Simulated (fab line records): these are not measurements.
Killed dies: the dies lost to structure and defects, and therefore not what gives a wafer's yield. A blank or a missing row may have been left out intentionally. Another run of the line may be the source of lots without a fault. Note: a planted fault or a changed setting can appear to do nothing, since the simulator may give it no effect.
Chamber matching -- flow gf180mcu -- rie_diel-02 running GF_STI_ETCH_13: 4 sister chambers
The step etches the open film in CHF3/O2, stops on Si, target depth 282.31 nm, time 112.9 s. 14 wafers are shown with their chamber, then 7 later ones without.

## WAFERS WITH THEIR CHAMBER
wafer,chamber,drypump_motor_current_A (A),oes_product_au (a.u.),throttle_valve_pct (%)
L533.2,3,6.1,0.833,8.820
L533.3,1,5.0,0.835,8.810
L533.5,0,6.4,0.837,8.813
L535.3,0,6.3,0.839,8.818
L535.4,3,6.0,0.843,8.818
L535.6,2,5.4,0.840,8.822
L536.1,2,5.4,0.832,8.810
L536.3,1,5.0,0.834,8.817
L536.5,0,6.4,0.828,8.807
L537.1,0,6.4,0.838,8.801
L537.2,2,5.4,0.833,8.813
L537.4,3,6.0,0.838,8.808
L539.2,3,6.0,0.844,8.821
L539.4,2,5.3,0.843,8.800

SIGNATURES (means of the wafers above)
reading,chamber 0,chamber 1,chamber 2,chamber 3,scatter within a chamber
drypump_motor_current_A,6.375,5.000,5.375,6.025,0.0474
oes_product_au,0.83550,0.83450,0.83700,0.83950,0.0049
throttle_valve_pct,8.80975,8.81350,8.81125,8.81675,0.00735
Rule: for a wafer and a chamber, the distance is found by dividing, reading by reading, the gap between the wafer's reading and the chamber's mean by the reading's scatter, squaring, summing and taking the root. The wafer belongs to the nearest chamber; if the next one is less than 2 further off, it can't be placed. How the scatter is found: for the shown wafers, subtract from each reading the mean of its chamber, square and add these, divide the total by (wafers less chambers), then take the root.

## WAFERS WHOSE CHAMBER IS MISSING
wafer,drypump_motor_current_A (A),oes_product_au (a.u.),throttle_valve_pct (%)
L539.6,5.4,0.840,8.823
L547.1,5.0,0.834,8.814
L547.3,5.3,0.838,8.809
L547.4,6.4,0.847,8.800
L548.1,6.0,0.838,8.821
L548.2,5.4,0.838,8.819
L548.5,6.0,0.832,8.815

## CHAMBER TAKEN BY EACH
wafer,from the rows above,in truth
L539.6,2,2
L547.1,1,1
L547.3,2,2
L547.4,0,0
L548.1,3,3
L548.2,2,2
L548.5,3,3
Correctly placed: 7 of 7. Left unplaced by these rows: 0. Placed wrongly: 0.
